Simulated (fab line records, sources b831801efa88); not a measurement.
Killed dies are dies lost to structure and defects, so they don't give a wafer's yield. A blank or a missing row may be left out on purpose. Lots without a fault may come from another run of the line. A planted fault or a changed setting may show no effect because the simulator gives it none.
Which tool did it? | flow sky130 | 11 lots, 33 wafers sampled, at 4 steps of a route of 708

WHAT THE GAUGES READ, wafer by wafer
SKY_LI_CONTACT_THK_MEAS_01.
lot  | measured     | on            | LI_CONTACT_HDPCVD_THK (nm)
L614 | day 26 21:40 | film_metro-01 | 916 932 928
L617 | day 27 19:12 | film_metro-01 | 914 922 920
L620 | day 28 07:58 | film_metro-02 | 932 915 924
L621 | day 28 15:06 | film_metro-02 | 936 939 933
L622 | day 28 23:07 | film_metro-02 | 929 1283 921
L623 | day 29 00:39 | film_metro-01 | 918 1295 919
L629 | day 38 09:19 | film_metro-02 | 944 942 933
L627 | day 38 13:25 | film_metro-02 | 930 937 932
L628 | day 38 15:17 | film_metro-02 | 931 920 912
L630 | day 38 15:49 | film_metro-04 | 935 931 934
L631 | day 38 17:02 | film_metro-01 | 945 937 942

WHICH TOOL RAN EACH LOT (tool, then ch and the chambers of the sampled wafers, then the start)
lot  | SKY_SD_N_STRIP_11                    | SKY_SD_N_RTA_14                  | SKY_LI_CONTACT_HDPCVD_00
L614 | plasma_asher-03 ch 0,1, day 26 20:47 | rtp_anneal-02 ch 0, day 26 21:01 | hdpcvd-02 ch 0,1, day 26 21:34
L617 | plasma_asher-03 ch 0,1, day 27 18:19 | rtp_anneal-02 ch 0, day 27 18:32 | hdpcvd-02 ch 0,1, day 27 19:05
L620 | plasma_asher-03 ch 0,1, day 28 07:05 | rtp_anneal-01 ch 0, day 28 07:18 | hdpcvd-01 ch 1,2, day 28 07:51
L621 | plasma_asher-03 ch 0,1, day 28 14:08 | rtp_anneal-02 ch 0, day 28 14:22 | hdpcvd-01 ch 1,2, day 28 14:54
L622 | plasma_asher-01 ch 0,1, day 28 22:14 | rtp_anneal-01 ch 0, day 28 22:27 | hdpcvd-02 ch 0,1,2, day 28 23:00
L623 | plasma_asher-03 ch 0,1, day 28 23:47 | rtp_anneal-02 ch 0, day 29 00:00 | hdpcvd-02 ch 0,1,2, day 29 00:33
L629 | plasma_asher-03 ch 0,1, day 38 08:26 | rtp_anneal-01 ch 0, day 38 08:40 | hdpcvd-01 ch 0,2, day 38 09:13
L627 | plasma_asher-01 ch 0,1, day 38 12:32 | rtp_anneal-02 ch 0, day 38 12:46 | hdpcvd-01 ch 0,2, day 38 13:18
L628 | plasma_asher-01 ch 0,1, day 38 14:23 | rtp_anneal-01 ch 0, day 38 14:37 | hdpcvd-01 ch 0,2, day 38 15:10
L630 | plasma_asher-01 ch 0,1, day 38 14:56 | rtp_anneal-02 ch 0, day 38 15:10 | hdpcvd-01 ch 0,1,2, day 38 15:42
L631 | plasma_asher-03 ch 1, day 38 16:10   | rtp_anneal-01 ch 0, day 38 16:23 | hdpcvd-01 ch 0,2, day 38 16:55
- SKY_SD_N_STRIP_11: strips in O2/N2.
- SKY_SD_N_RTA_14: time 2 s.
- SKY_LI_CONTACT_HDPCVD_00: deposits PSG, target thk 930 nm, time 155 s.

WHAT THE TOOLS THEMSELVES READ (means of the sampled wafers that have a number; where no wafer has one, the mark that the record gives instead)
SKY_SD_N_STRIP_11.
lot  | tool            | drypump_motor_current_A (A) | oes_product_au (a.u.) | strip_time_to_endpoint_s (s)
L614 | plasma_asher-03 | 6.04                        | 0.527                 | 22.56
L617 | plasma_asher-03 | 5.95                        | 0.526                 | 22.57
L620 | plasma_asher-03 | 5.96                        | 0.528                 | 22.51
L621 | plasma_asher-03 | 6.04                        | 0.527                 | 22.53
L622 | plasma_asher-01 | 5.75                        | 0.526                 | 22.57
L623 | plasma_asher-03 | 5.95                        | 0.529                 | 22.61
L629 | plasma_asher-03 | 5.95                        | 0.523                 | 22.57
L627 | plasma_asher-01 | 5.76                        | 0.529                 | 22.59
L628 | plasma_asher-01 | 5.49                        | 0.525                 | 22.54
L630 | plasma_asher-01 | 5.77                        | 0.522                 | 22.56
L631 | plasma_asher-03 | 6.15                        | 0.527                 | 22.53

SKY_SD_N_RTA_14.
lot  | tool          | lamp_power_pct (%) | ramp_down_c_per_s | wafer_temp_C_max
L614 | rtp_anneal-02 | 15.71              | 90.010            | 1077.7
L617 | rtp_anneal-02 | 15.67              | 89.976            | 1077.5
L620 | rtp_anneal-01 | 15.67              | 89.999            | 1078.5
L621 | rtp_anneal-02 | 15.73              | 90.014            | 1077.2
L622 | rtp_anneal-01 | 15.74              | 90.009            | 1076.7
L623 | rtp_anneal-02 | 15.75              | 90.014            | 1078.4
L629 | rtp_anneal-01 | 15.70              | 90.004            | 1077.6
L627 | rtp_anneal-02 | 15.71              | 90.009            | 1077.2
L628 | rtp_anneal-01 | 15.73              | 89.998            | 1077.5
L630 | rtp_anneal-02 | 15.67              | 90.000            | 1079.3
L631 | rtp_anneal-01 | 15.72              | 89.994            | 1078.5

THE ANSWER, worked out from the rows above alone
Rule: what is usual is taken from the lots themselves. Put in order of their means at a reading, lots are off if they are a third of the lots or fewer, leave a main group of 4 or more, and stand apart from it by a gap of 3 or more times the standard deviation of the main group's means; of several such gaps the widest counts. A main group whose means are all the same, to the digits that the tables above print for the reading, isn't used. A lot without any number at a reading at which 4 lots or more have one is off too. The other lots that the step has rows for count as sound. The gauges are gone through in route order, then the tools' own readings, and for those a lot's mean is taken as printed above. The first step at which some lot is off is used, and at that step the reading that is off furthest; a lot without a number counts as furthest.
Off: L622, L623, at SKY_LI_CONTACT_THK_MEAS_01 (LI_CONTACT_HDPCVD_THK). The main group: mean 930 nm, standard deviation 7.8.
A tool fits if, at a process step before that reading, it ran every lot that is off, and no sound lot after the first of them. The gauges at SKY_LI_CONTACT_THK_MEAS_01 are tried like those tools. One fits: hdpcvd-02 at SKY_LI_CONTACT_HDPCVD_00. Its last sound lot is L617 (day 27 19:05), its first lot that is off L622 (day 28 23:00): a fault that began between those two fits.

WHAT THE SIMULATOR HAD PUT IN
Process parameter drift: hdpcvd-02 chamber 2, from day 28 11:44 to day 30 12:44, at SKY_LI_CONTACT_HDPCVD_00. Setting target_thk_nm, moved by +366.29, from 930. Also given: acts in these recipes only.
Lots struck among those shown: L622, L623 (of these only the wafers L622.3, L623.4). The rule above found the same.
